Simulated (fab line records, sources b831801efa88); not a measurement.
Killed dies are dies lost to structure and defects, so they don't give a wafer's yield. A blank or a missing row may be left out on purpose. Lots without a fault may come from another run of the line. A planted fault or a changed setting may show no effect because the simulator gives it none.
A sampling plan put to the test | flow sky130 | one fab line, 9 faults that these records tell of, each judged on the records of the lots that it struck
The plan is the line's own looks: the steps of the route at which a gauge or an inspection reads the wafer and doesn't change it. A look can be judged if struck wafers have a number there and the file gives its usual mean and standard deviation on fault-free wafers. Caught: at a look after the fault's first step, the mean of the struck wafers lies 4 or more of those standard deviations (sigma) from the usual mean. On the tool: the same test on the tool's own readings at the fault's steps. Another recipe on the struck wafers, or a record that is blank for them alone, also counts as caught.

THE FAULTS, as the simulator had put them in
1. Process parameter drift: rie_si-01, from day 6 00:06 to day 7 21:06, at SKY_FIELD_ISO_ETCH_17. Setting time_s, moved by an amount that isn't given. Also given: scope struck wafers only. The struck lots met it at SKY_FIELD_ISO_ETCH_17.
2. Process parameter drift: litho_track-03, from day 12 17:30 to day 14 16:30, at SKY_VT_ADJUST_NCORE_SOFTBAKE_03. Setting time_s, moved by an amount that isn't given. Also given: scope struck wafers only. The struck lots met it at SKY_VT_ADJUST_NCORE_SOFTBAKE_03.
3. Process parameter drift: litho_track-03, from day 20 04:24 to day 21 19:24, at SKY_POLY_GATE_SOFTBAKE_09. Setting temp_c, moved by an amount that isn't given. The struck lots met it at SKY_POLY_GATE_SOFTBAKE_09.
4. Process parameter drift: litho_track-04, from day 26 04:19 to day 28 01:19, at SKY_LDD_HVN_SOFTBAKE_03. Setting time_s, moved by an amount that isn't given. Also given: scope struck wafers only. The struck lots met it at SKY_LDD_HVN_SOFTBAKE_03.
5. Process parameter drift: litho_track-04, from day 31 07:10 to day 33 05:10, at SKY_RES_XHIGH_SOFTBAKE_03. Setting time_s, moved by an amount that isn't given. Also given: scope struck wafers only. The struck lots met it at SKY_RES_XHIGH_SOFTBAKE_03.
6. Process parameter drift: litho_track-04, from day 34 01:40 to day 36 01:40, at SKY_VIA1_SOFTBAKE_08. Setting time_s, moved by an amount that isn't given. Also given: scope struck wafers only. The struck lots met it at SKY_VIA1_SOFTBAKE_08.
7. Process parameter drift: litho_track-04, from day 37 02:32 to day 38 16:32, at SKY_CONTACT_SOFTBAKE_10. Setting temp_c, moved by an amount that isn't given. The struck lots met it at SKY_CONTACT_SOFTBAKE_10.
8. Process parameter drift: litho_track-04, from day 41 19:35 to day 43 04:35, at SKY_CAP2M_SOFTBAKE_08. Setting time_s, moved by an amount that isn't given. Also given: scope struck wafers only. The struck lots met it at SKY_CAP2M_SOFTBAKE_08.
9. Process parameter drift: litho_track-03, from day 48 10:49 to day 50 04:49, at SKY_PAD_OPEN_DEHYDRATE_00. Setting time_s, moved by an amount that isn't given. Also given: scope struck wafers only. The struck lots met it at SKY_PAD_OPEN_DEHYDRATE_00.

WHAT THE PLAN SAW
fault | on the tool itself                       | first look that catches it                   | reading, sigma | median hours from its first step to that look | hours from the fault's start to the first struck lot there | judged looks passed uncaught
1     | run_length_s -27 sigma                   | no look after it can be judged               | -              | -                                             | -                                                          | 0
2     | heater_power_total_W +99 or beyond sigma | no look after it can be judged               | -              | -                                             | -                                                          | 0
3     | plate_temp_C -46 sigma                   | not the one look that can be judged after it | -              | -                                             | -                                                          | 1
4     | heater_power_total_W +19 sigma           | no look after it can be judged               | -              | -                                             | -                                                          | 0
5     | run_length_s +53 sigma                   | no look after it can be judged               | -              | -                                             | -                                                          | 0
6     | run_length_s -59 sigma                   | no look after it can be judged               | -              | -                                             | -                                                          | 0
7     | plate_temp_C +16 sigma                   | no look after it can be judged               | -              | -                                             | -                                                          | 0
8     | heater_power_total_W +37 sigma           | no look after it can be judged               | -              | -                                             | -                                                          | 0
9     | run_length_s +86 sigma                   | no look after it can be judged               | -              | -                                             | -                                                          | 0
A dash: the fault isn't caught, or these records don't give the number.

Caught at a look: 0 of 9. Caught on the tool: 9 of 9. By one or the other: 9 of 9.
Caught on the tool alone: faults 1, 2, 3, 4, 5, 6, 7, 8, 9.
